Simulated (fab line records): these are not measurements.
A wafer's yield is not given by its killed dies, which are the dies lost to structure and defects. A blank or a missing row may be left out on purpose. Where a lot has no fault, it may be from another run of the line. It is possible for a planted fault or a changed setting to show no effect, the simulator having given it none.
The tool behind it: which one? | flow sky130 | 42 wafers from 14 lots sampled at 3 of the route's 708 steps

## WHAT THE GAUGES READ, wafer by wafer
SKY_NWELL_RS_MEAS_29: the measuring method here is four-point-probe.
lot  | measured     | on            | NWELL_RS (ohm/sq)
L826 | day 6 01:54  | film_metro-01 | 624.7 622.6 622.9
L828 | day 6 07:15  | film_metro-02 | 624.6 625.6 623.9
L830 | day 6 21:10  | film_metro-03 | 622.7 623.9 624.8
L832 | day 7 05:24  | film_metro-03 | 625.2 625.0 624.1
L831 | day 7 06:11  | film_metro-03 | 623.5 624.3 623.7
L833 | day 7 08:19  | film_metro-03 | 625.5 623.9 625.4
L834 | day 7 14:47  | film_metro-01 | 625.5 623.8 627.0
L837 | day 8 09:17  | film_metro-01 | 622.4 626.8 626.3
L838 | day 8 12:28  | film_metro-02 | 623.0 623.3 623.5
L839 | day 8 19:25  | film_metro-03 | 624.3 625.2 624.5
L841 | day 9 07:54  | film_metro-03 | 623.3 623.9 624.0
L842 | day 9 13:17  | film_metro-03 | 625.7 626.4 626.9
L847 | day 10 21:57 | film_metro-02 | 626.6 624.2 625.9
L848 | day 11 04:08 | film_metro-03 | 622.8 624.9 621.9

SKY_VT_ADJUST_HVTP_CD_MEAS_07: the cd target is 380 nm.
lot  | measured     | on        | cd_nm (nm)
L826 | day 6 21:13  | cd_sem-02 | 376.9 375.8 378.0
L828 | day 7 02:48  | cd_sem-01 | 377.5 377.9 380.3
L830 | day 7 16:58  | cd_sem-01 | 375.7 377.2 373.3
L832 | day 8 01:29  | cd_sem-02 | 380.7 382.9 381.9
L831 | day 8 02:24  | cd_sem-02 | 378.2 379.4 378.5
L833 | day 8 04:17  | cd_sem-02 | 380.1 378.9 380.9
L834 | day 8 10:35  | cd_sem-01 | 370.2 373.2 374.0
L837 | day 9 05:42  | cd_sem-01 | 376.3 379.7 376.5
L838 | day 9 09:20  | cd_sem-02 | 380.7 382.7 379.9
L839 | day 9 16:11  | cd_sem-02 | 380.6 384.5 381.6
L841 | day 10 04:52 | cd_sem-01 | 380.5 380.4 382.5
L842 | day 10 10:09 | cd_sem-01 | 384.5 379.3 381.3
L847 | day 11 20:24 | cd_sem-01 | 376.3 375.6 378.4
L848 | day 12 03:02 | cd_sem-01 | 376.9 377.1 378.8

SKY_VT_ADJUST_LVTN_TW_MEAS_21.
lot  | measured     | on            | VT_ADJUST_LVTN_2_TW
L826 | day 8 14:18  | film_metro-02 | 188.5 187.6 188.1
L828 | day 8 20:08  | film_metro-02 | 188.6 187.3 187.0
L830 | day 9 10:43  | film_metro-04 | 188.0 186.7 186.8
L832 | day 9 19:43  | film_metro-03 | 187.6 187.2 186.3
L831 | day 9 20:01  | film_metro-04 | 186.9 186.8 187.1
L833 | day 9 21:25  | film_metro-03 | 187.5 187.5 187.2
L834 | day 10 04:51 | film_metro-04 | 188.1 186.8 187.5
L837 | day 11 02:40 | film_metro-02 | 187.5 187.9 188.3
L838 | day 11 06:10 | film_metro-02 | 187.1 187.3 187.4
L839 | day 11 13:43 | film_metro-03 | 187.2 187.8 187.6
L841 | day 12 03:26 | film_metro-04 | 186.1 186.3 185.5
L842 | day 12 08:07 | film_metro-02 | 185.9 187.4 187.2
L847 | day 13 22:35 | film_metro-03 | 186.2 187.4 186.2
L848 | day 14 05:07 | film_metro-02 | 187.0 185.9 186.7

## WHICH TOOL RAN EACH LOT (tool, then ch and the chambers of the sampled wafers, then the start)
The record shows no process step preceding these readings.

## WHAT THE TOOLS THEMSELVES READ (means of the sampled wafers that have a number; where no wafer has one, the mark that the record gives instead)
The record holds no such reading with a usual standard deviation.

## THE ANSWER, worked out from the rows above alone
Rule: usual is defined by the lots themselves. Put in order of their means at a reading, lots are off if they are a third of the lots or fewer, leave a main group of 4 or more, and stand apart from it by a gap of 3 or more times the standard deviation of the main group's means; of several such gaps the widest counts. A main group is skipped when, at the precision printed for the reading in the tables above, its means are all equal. Also off: a lot with no number at a reading for which 4 or more lots have one. All remaining lots with rows at the step are treated as sound. The gauges are gone through in route order, then the tools' own readings, and for those a lot's mean is taken as printed above. At the first step where some lot is off, the reading lying furthest off is the one used; lots without a number count as furthest.
Nothing can be told from this: no lot is off at any reading shown.

## WHAT WAS PUT IN BY THE SIMULATOR
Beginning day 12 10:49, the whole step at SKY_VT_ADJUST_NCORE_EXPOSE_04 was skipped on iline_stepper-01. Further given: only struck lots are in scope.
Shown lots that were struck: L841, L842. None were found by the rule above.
